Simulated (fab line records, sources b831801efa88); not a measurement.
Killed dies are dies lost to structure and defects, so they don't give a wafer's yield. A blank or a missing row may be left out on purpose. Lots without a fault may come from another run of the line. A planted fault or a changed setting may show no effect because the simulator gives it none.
Which tool did it? | flow sky130 | 12 lots, 36 wafers sampled, at 3 steps of a route of 708

WHAT THE GAUGES READ, wafer by wafer
SKY_SD_N_CD_MEAS_07: target cd 380 nm.
lot  | measured     | on        | cd_nm (nm)
L428 | day 27 21:11 | cd_sem-01 | 383.8 383.5 380.1
L429 | day 28 07:03 | cd_sem-02 | 376.0 373.2 378.3
L432 | day 29 08:43 | cd_sem-01 | 385.0 383.9 383.8
L433 | day 29 15:53 | cd_sem-02 | 377.6 377.8 380.1
L434 | day 30 02:13 | cd_sem-01 | 375.4 373.6 375.7
L443 | day 33 06:52 | cd_sem-02 | 374.4 373.6 374.8
L444 | day 33 12:13 | cd_sem-02 | 377.2 375.9 376.9
L445 | day 33 15:46 | cd_sem-02 | 383.7 384.7 384.2
L447 | day 34 14:16 | cd_sem-02 | 377.9 379.9 379.1
L448 | day 34 20:15 | cd_sem-01 | 380.1 381.4 382.2
L449 | day 35 06:51 | cd_sem-02 | 382.3 381.3 379.5
L450 | day 35 10:23 | cd_sem-01 | 379.7 375.4 376.2

SKY_SD_N_RS_MEAS_17: measures by four-point-probe.
lot  | measured     | on            | SD_P_RS (ohm/sq)
L428 | day 27 22:08 | film_metro-02 | 147.6 147.3 147.5
L429 | day 28 08:01 | film_metro-03 | 147.5 147.5 147.5
L432 | day 29 09:40 | film_metro-04 | 147.3 146.9 147.2
L433 | day 29 16:51 | film_metro-04 | 146.7 146.4 146.8
L434 | day 30 03:10 | film_metro-02 | 147.2 147.2 146.6
L443 | day 33 07:49 | film_metro-03 | 147.8 147.6 147.4
L444 | day 33 13:10 | film_metro-03 | 146.8 146.6 146.9
L445 | day 33 16:43 | film_metro-02 | 146.9 147.3 147.1
L447 | day 34 15:13 | film_metro-02 | 147.3 147.3 147.4
L448 | day 34 21:13 | film_metro-04 | 147.0 147.3 147.2
L449 | day 35 07:49 | film_metro-03 | 147.3 147.2 146.8
L450 | day 35 11:21 | film_metro-03 | 147.0 147.4 147.2

WHICH TOOL RAN EACH LOT (tool, then ch and the chambers of the sampled wafers, then the start)
lot  | SKY_SD_N_RTA_14
L428 | rtp_anneal-02 ch 0, day 27 21:50
L429 | rtp_anneal-01 ch 0, day 28 07:41
L432 | rtp_anneal-02 ch 0, day 29 09:22
L433 | rtp_anneal-01 ch 0, day 29 16:34
L434 | rtp_anneal-02 ch 0, day 30 02:53
L443 | rtp_anneal-01 ch 0, day 33 07:32
L444 | rtp_anneal-01 ch 0, day 33 12:52
L445 | rtp_anneal-01 ch 0, day 33 16:25
L447 | rtp_anneal-01 ch 0, day 34 14:56
L448 | rtp_anneal-01 ch 0, day 34 20:54
L449 | rtp_anneal-01 ch 0, day 35 07:30
L450 | rtp_anneal-01 ch 0, day 35 11:02
- SKY_SD_N_RTA_14: time 2 s.

WHAT THE TOOLS THEMSELVES READ (means of the sampled wafers that have a number; where no wafer has one, the mark that the record gives instead)
SKY_SD_N_RTA_14.
lot  | tool          | anneal_temp_c_max | lamp_power_pct (%) | wafer_temp_C_max
L428 | rtp_anneal-02 | 1079.2            | 15.72              | 1078.9
L429 | rtp_anneal-01 | 1080.7            | 15.70              | 1078.1
L432 | rtp_anneal-02 | 1080.6            | 15.73              | 1079.3
L433 | rtp_anneal-01 | 1080.2            | 15.73              | 1077.6
L434 | rtp_anneal-02 | 1081.8            | 15.72              | 1079.0
L443 | rtp_anneal-01 | 1081.0            | 15.75              | 1078.7
L444 | rtp_anneal-01 | 1082.7            | 15.77              | 1077.7
L445 | rtp_anneal-01 | 1081.8            | 15.75              | 1077.8
L447 | rtp_anneal-01 | 1082.1            | 15.80              | 1077.8
L448 | rtp_anneal-01 | 1080.5            | 15.77              | 1079.6
L449 | rtp_anneal-01 | 1082.3            | 15.71              | 1077.5
L450 | rtp_anneal-01 | 1082.0            | 15.74              | 1077.2

THE ANSWER, worked out from the rows above alone
Rule: what is usual is taken from the lots themselves. Put in order of their means at a reading, lots are off if they are a third of the lots or fewer, leave a main group of 4 or more, and stand apart from it by a gap of 3 or more times the standard deviation of the main group's means; of several such gaps the widest counts. A main group whose means are all the same, to the digits that the tables above print for the reading, isn't used. A lot without any number at a reading at which 4 lots or more have one is off too. The other lots that the step has rows for count as sound. The gauges are gone through in route order, then the tools' own readings, and for those a lot's mean is taken as printed above. The first step at which some lot is off is used, and at that step the reading that is off furthest; a lot without a number counts as furthest.
No lot is off at any reading shown: from this, nothing can be told.

WHAT THE SIMULATOR HAD PUT IN
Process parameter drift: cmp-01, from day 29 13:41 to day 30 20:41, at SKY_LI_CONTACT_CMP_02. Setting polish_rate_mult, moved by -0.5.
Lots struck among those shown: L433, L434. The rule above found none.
